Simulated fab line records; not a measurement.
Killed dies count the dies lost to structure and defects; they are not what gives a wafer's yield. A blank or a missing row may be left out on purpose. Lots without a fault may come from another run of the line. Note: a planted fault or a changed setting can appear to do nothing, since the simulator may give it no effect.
Which tool is to blame? || flow sky130 || Sampling: 11 lots, 33 wafers, 3 of 708 route steps

WHAT EACH GAUGE READ, for each wafer
SKY_POLY_GATE_THK_MEAS_21.
{"lot": "L518", "measured": "day 16 21:47", "on": "film_metro-03", "POLY_GATE_OXIDATION_THK (nm)": "3.84 3.81 3.86"}
{"lot": "L519", "measured": "day 17 10:24", "on": "film_metro-03", "POLY_GATE_OXIDATION_THK (nm)": "3.87 3.90 3.81"}
{"lot": "L520", "measured": "day 18 06:28", "on": "film_metro-02", "POLY_GATE_OXIDATION_THK (nm)": "3.97 3.98 3.98"}
{"lot": "L521", "measured": "day 18 16:15", "on": "film_metro-03", "POLY_GATE_OXIDATION_THK (nm)": "4.01 3.94 4.02"}
{"lot": "L522", "measured": "day 18 14:40", "on": "film_metro-03", "POLY_GATE_OXIDATION_THK (nm)": "4.04 4.03 4.04"}
{"lot": "L524", "measured": "day 20 00:53", "on": "film_metro-04", "POLY_GATE_OXIDATION_THK (nm)": "4.02 3.95 4.07"}
{"lot": "L525", "measured": "day 20 11:17", "on": "film_metro-03", "POLY_GATE_OXIDATION_THK (nm)": "4.12 4.14 4.16"}
{"lot": "L532", "measured": "day 22 11:01", "on": "film_metro-02", "POLY_GATE_OXIDATION_THK (nm)": "4.44 4.40 4.42"}
{"lot": "L534", "measured": "day 23 02:21", "on": "film_metro-04", "POLY_GATE_OXIDATION_THK (nm)": "4.52 4.55 4.46"}
{"lot": "L537", "measured": "day 23 20:29", "on": "film_metro-02", "POLY_GATE_OXIDATION_THK (nm)": "3.96 4.09 4.04"}
{"lot": "L539", "measured": "day 24 16:53", "on": "film_metro-02", "POLY_GATE_OXIDATION_THK (nm)": "3.99 4.01 3.97"}

EACH LOT AND THE TOOL THAT RAN IT (in order: tool; ch and the chambers of the sampled wafers; start)
{"lot": "L518", "SKY_VT_ADJUST_LVTN_STRIP_20": "plasma_asher-04 ch 0,1, day 8 00:51", "SKY_POLY_GATE_OXIDATION_20": "furnace-01 ch 0, day 16 20:32"}
{"lot": "L519", "SKY_VT_ADJUST_LVTN_STRIP_20": "plasma_asher-03 ch 0,1, day 8 05:45", "SKY_POLY_GATE_OXIDATION_20": "furnace-01 ch 0, day 17 09:09"}
{"lot": "L520", "SKY_VT_ADJUST_LVTN_STRIP_20": "plasma_asher-04 ch 1, day 8 18:32", "SKY_POLY_GATE_OXIDATION_20": "furnace-01 ch 0, day 18 05:13"}
{"lot": "L521", "SKY_VT_ADJUST_LVTN_STRIP_20": "plasma_asher-04 ch 0, day 9 00:36", "SKY_POLY_GATE_OXIDATION_20": "furnace-01 ch 0, day 18 15:00"}
{"lot": "L522", "SKY_VT_ADJUST_LVTN_STRIP_20": "plasma_asher-04 ch 0,1, day 9 06:33", "SKY_POLY_GATE_OXIDATION_20": "furnace-02 ch 0, day 18 13:25"}
{"lot": "L524", "SKY_VT_ADJUST_LVTN_STRIP_20": "plasma_asher-04 ch 0,1, day 9 23:00", "SKY_POLY_GATE_OXIDATION_20": "furnace-02 ch 0, day 19 23:37"}
{"lot": "L525", "SKY_VT_ADJUST_LVTN_STRIP_20": "plasma_asher-04 ch 0,1, day 10 05:20", "SKY_POLY_GATE_OXIDATION_20": "furnace-01 ch 0, day 20 10:02"}
{"lot": "L532", "SKY_VT_ADJUST_LVTN_STRIP_20": "plasma_asher-03 ch 0,1, day 12 03:00", "SKY_POLY_GATE_OXIDATION_20": "furnace-02 ch 0, day 22 09:46"}
{"lot": "L534", "SKY_VT_ADJUST_LVTN_STRIP_20": "plasma_asher-04 ch 0,1, day 12 18:07", "SKY_POLY_GATE_OXIDATION_20": "furnace-02 ch 0, day 23 01:05"}
{"lot": "L537", "SKY_VT_ADJUST_LVTN_STRIP_20": "plasma_asher-04 ch 0,1, day 13 12:16", "SKY_POLY_GATE_OXIDATION_20": "furnace-01 ch 0, day 23 19:13"}
{"lot": "L539", "SKY_VT_ADJUST_LVTN_STRIP_20": "plasma_asher-04 ch 0,1, day 14 03:53", "SKY_POLY_GATE_OXIDATION_20": "furnace-01 ch 0, day 24 15:38"}
- SKY_VT_ADJUST_LVTN_STRIP_20: strips in O2/N2.
- SKY_POLY_GATE_OXIDATION_20: stabilise 600 s, purge 300 s, target thk 4 nm.

THE ANSWER, worked out from the rows above alone
Rule: usual is defined by the lots themselves. Put in order of their means at a reading, lots are off if they are a third of the lots or fewer, leave a main group of 4 or more, and stand apart from it by a gap of 3 or more times the standard deviation of the main group's means; of several such gaps the widest counts. If all means in a main group match to the digits the tables above print for the reading, that group is not used. Also off: a lot with no number at a reading for which 4 or more lots have one. Where the step has rows for the other lots, those lots are counted as sound.
Off: L532, L534, seen at SKY_POLY_GATE_THK_MEAS_21 (POLY_GATE_OXIDATION_THK). The main group has a mean of 3.99 nm with a standard deviation of 0.086.
A tool fits if, at a process step before that reading, it ran every lot that is off, and no sound lot after the first of them. The gauges at SKY_POLY_GATE_THK_MEAS_21 are tried like those tools. One candidate fits, namely furnace-02 at SKY_POLY_GATE_OXIDATION_20. Its last sound lot is L524 (day 19 23:37), its first lot that is off L532 (day 22 09:46): a fault that began between those two fits.

WHAT WAS PUT IN BY THE SIMULATOR
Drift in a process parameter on furnace-02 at SKY_POLY_GATE_OXIDATION_20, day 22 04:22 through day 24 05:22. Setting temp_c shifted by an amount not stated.
Lots struck among those shown: L532, L534. The rule above found the same.
